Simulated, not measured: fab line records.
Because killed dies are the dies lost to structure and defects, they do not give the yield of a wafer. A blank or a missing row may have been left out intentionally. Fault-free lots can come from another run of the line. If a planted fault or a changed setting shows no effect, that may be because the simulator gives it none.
A single fault, viewed from 2 desks | flow sfqLine | each desk has only its own numbers; what lay behind them comes last

== THE TOOL OWNER'S DESK: lithoTrack-03 ==
The tool's own readings at SFQ_TRILAYER_M7_LITHO_COAT_177 (resist thk 600 nm): means of the sampled wafers that have a number, for each lot that ran on this tool. If a lot's mean is further than 4 standard deviations from the usual mean, the lot is out of limits and carries the mark OUT (the distance appears in the brackets).
Columns: A = spinSpeedRpm at SFQ_TRILAYER_M7_LITHO_COAT_177, usual 2999.9 rpm
lot  | first seen here | A
L712 | day 73 08:41    | 2999.4
L721 | day 75 21:03    | 2781.9 (-99 or more) OUT
L723 | day 76 03:36    | 2781.6 (-99 or more) OUT
L724 | day 76 10:12    | 2782.6 (-99 or more) OUT
This desk's finding: out of limits on L721, L723, L724; first on L721, day 75 21:03 (spinSpeedRpm at SFQ_TRILAYER_M7_LITHO_COAT_177). In limits: L712.

== METROLOGY DESK ==
Lot by lot, what the gauges showed, no matter which tool ran the lot: averages of those sampled wafers that carry a number. If a lot's mean is further than 4 standard deviations from the usual mean, the lot is out of limits and carries the mark OUT (the distance appears in the brackets).
Columns: A = I6_OVL at SFQ_I6_OVL_MEAS_942, usual 0 nm; B = M7_NB_RS at SFQ_M7_RS_MEAS_943, usual 0.888 ohm/sq; C = M7_OVL at SFQ_M7_OVL_MEAS_945, usual 0 nm
lot  | first seen here | A   | B     | C
L710 | day 73 00:56    | 5   | 0.886 | 2
L712 | day 73 06:56    | 0   | 0.883 | 4
L721 | day 75 19:27    | 4   | 0.872 | 2
L722 | day 76 00:14    | -5  | 0.880 | -7
L723 | day 76 01:26    | -0  | 0.886 | -3
L724 | day 76 08:38    | 5   | 0.893 | 6
L727 | day 76 20:40    | -10 | 0.894 | 1
This desk's verdict: no lot among the 7 shows anything out of limits.

== ALL TOGETHER ==
The tool owner's desk had the chance to raise an alarm at day 75 21:03 on L721, L723, L724.
Metrology desk: nothing out of limits seen.
The metrology desk holds a record of L721, L723, L724, inside its limits.
The lots listed all ran SFQ_TRILAYER_M7_LITHO_COAT_177 on lithoTrack-03.

== WHAT HAD BEEN PUT IN BY THE SIMULATOR ==
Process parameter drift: lithoTrack-03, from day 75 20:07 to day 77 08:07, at SFQ_TRILAYER_M7_LITHO_COAT_177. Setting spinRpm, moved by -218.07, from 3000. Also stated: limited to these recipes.
Shown lots that were struck: L721, L723, L724.
Each desk's first reading out of limits, in hours after the fault started: the tool owner's desk, 1.
